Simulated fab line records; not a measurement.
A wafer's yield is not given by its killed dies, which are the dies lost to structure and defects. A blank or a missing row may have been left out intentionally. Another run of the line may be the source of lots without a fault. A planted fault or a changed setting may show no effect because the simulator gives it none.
Which tool did it?    flow gf180mcu    18 wafers from 6 lots sampled at 4 of the route's 602 steps

== WHAT EACH GAUGE READ, for each wafer ==
GF_MIM_THK_MEAS_06.
lot   measured      on             MIM_CVD_05_THK (nm)
L466  day 26 02:58  film_metro-04  42.0 42.4 42.6
L474  day 28 07:10  film_metro-04  41.4 41.3 41.4
L476  day 29 01:32  film_metro-04  41.8 41.4 42.2
L478  day 29 15:28  film_metro-02  42.0 43.0 42.2
L482  day 30 08:33  film_metro-02  42.5 42.3 42.2
L483  day 30 14:49  film_metro-02  41.5 40.9 41.0

== WHICH TOOL RAN EACH LOT (tool, then ch and the chambers of the sampled wafers, then the start) ==
lot   GF_M4_SPUTTER_00              GF_V4_CVD_23                   GF_MIM_SPUTTER_04
L466  pvd_sputter-01, day 24 04:50  cvd_w-01 ch 0, day 26 02:07    pvd_sputter-01, day 26 02:53
L474  pvd_sputter-01, day 26 12:06  cvd_w-02 ch 0,1, day 28 06:19  pvd_sputter-01, day 28 07:05
L476  pvd_sputter-04, day 27 07:45  cvd_w-01 ch 0,1, day 29 00:41  pvd_sputter-04, day 29 01:27
L478  pvd_sputter-04, day 27 20:41  cvd_w-02 ch 0,1, day 29 14:38  pvd_sputter-01, day 29 15:22
L482  pvd_sputter-01, day 28 15:02  cvd_w-02 ch 0,1, day 30 07:35  pvd_sputter-01, day 30 08:28
L483  pvd_sputter-01, day 28 22:53  cvd_w-01 ch 0,1, day 30 13:58  pvd_sputter-01, day 30 14:44
- GF_M4_SPUTTER_00: material Ti, target thk 37.5 nm, time 150 s.
- GF_V4_CVD_23: deposits W, target thk 350 nm, time 104.9 s.
- GF_MIM_SPUTTER_04: material TiN, target thk 50 nm, time 41.7 s.

== THE ANSWER, worked out from the rows above alone ==
Rule: what is usual is taken from the lots themselves. Put in order of their means at a reading, lots are off if they are a third of the lots or fewer, leave a main group of 4 or more, and stand apart from it by a gap of 3 or more times the standard deviation of the main group's means; of several such gaps the widest counts. If all means in a main group match to the digits the tables above print for the reading, that group is not used. A lot without any number at a reading at which 4 lots or more have one is off too. Where the step has rows for the other lots, those lots are counted as sound.
Nothing can be told from this: no lot is off at any reading shown.

== WHAT WAS PUT IN BY THE SIMULATOR ==
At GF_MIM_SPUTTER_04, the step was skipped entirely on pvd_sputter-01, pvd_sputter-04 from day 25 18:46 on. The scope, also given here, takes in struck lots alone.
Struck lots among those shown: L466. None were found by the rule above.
